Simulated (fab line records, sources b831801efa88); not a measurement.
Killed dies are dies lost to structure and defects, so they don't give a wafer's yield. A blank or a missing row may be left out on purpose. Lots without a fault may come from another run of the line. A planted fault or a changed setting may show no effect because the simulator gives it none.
One fault seen from 2 desks | flow sfq_line | each desk has only its own numbers; what lay behind them comes last

THE TOOL OWNER'S DESK: rie_diel-01
The tool's own readings at SFQ_TRILAYER_I4_VIA_BARC_OPEN_VIA_ETCH_146 (etches BARC in O2, target depth 125 nm, time 41.7 s): means of the sampled wafers that have a number, for each lot that ran on this tool. A lot is out of limits, marked OUT, if its mean lies more than 4 standard deviations from the usual mean; the brackets give that distance.
Columns: A = bias_w at SFQ_TRILAYER_I4_VIA_BARC_OPEN_VIA_ETCH_146, usual 80.02 W; B = drypump_motor_current_A at SFQ_TRILAYER_I4_VIA_BARC_OPEN_VIA_ETCH_146, usual 5.9 A; C = oes_product_au at SFQ_TRILAYER_I4_VIA_BARC_OPEN_VIA_ETCH_146, usual 0.685 a.u.
lot  | first seen here | A     | B   | C
L200 | day 40 11:22    | 80.18 | 5.6 | 0.681
L203 | day 42 08:58    | 80.19 | 6.1 | 0.680
L219 | day 48 01:12    | 80.06 | 6.2 | 0.680
L221 | day 48 03:36    | 79.92 | 5.6 | 0.684
This desk's finding: nothing out of limits on any of the 4 lots.

THE METROLOGY DESK
What the gauges read, lot by lot, whatever tool the lot ran on: means of the sampled wafers that have a number. A lot is out of limits, marked OUT, if its mean lies more than 4 standard deviations from the usual mean; the brackets give that distance.
Columns: A = I4_BOW at SFQ_I4_BOW_MEAS_927, usual 4 um; B = I4_OVL at SFQ_I4_OVL_MEAS_928, usual 1 nm
lot  | first seen here | A  | B
L200 | day 37 01:29    | 14 | 9
L203 | day 39 00:30    | 5  | 2
L204 | day 39 11:15    | 6  | -3
L219 | day 44 23:54    | 3  | -1
L221 | day 45 02:53    | 2  | 0
L222 | day 45 11:53    | -9 | -3
This desk's finding: nothing out of limits on any of the 6 lots.

PUT TOGETHER
The tool owner's desk saw nothing out of limits.
The metrology desk saw nothing out of limits.

WHAT THE SIMULATOR HAD PUT IN
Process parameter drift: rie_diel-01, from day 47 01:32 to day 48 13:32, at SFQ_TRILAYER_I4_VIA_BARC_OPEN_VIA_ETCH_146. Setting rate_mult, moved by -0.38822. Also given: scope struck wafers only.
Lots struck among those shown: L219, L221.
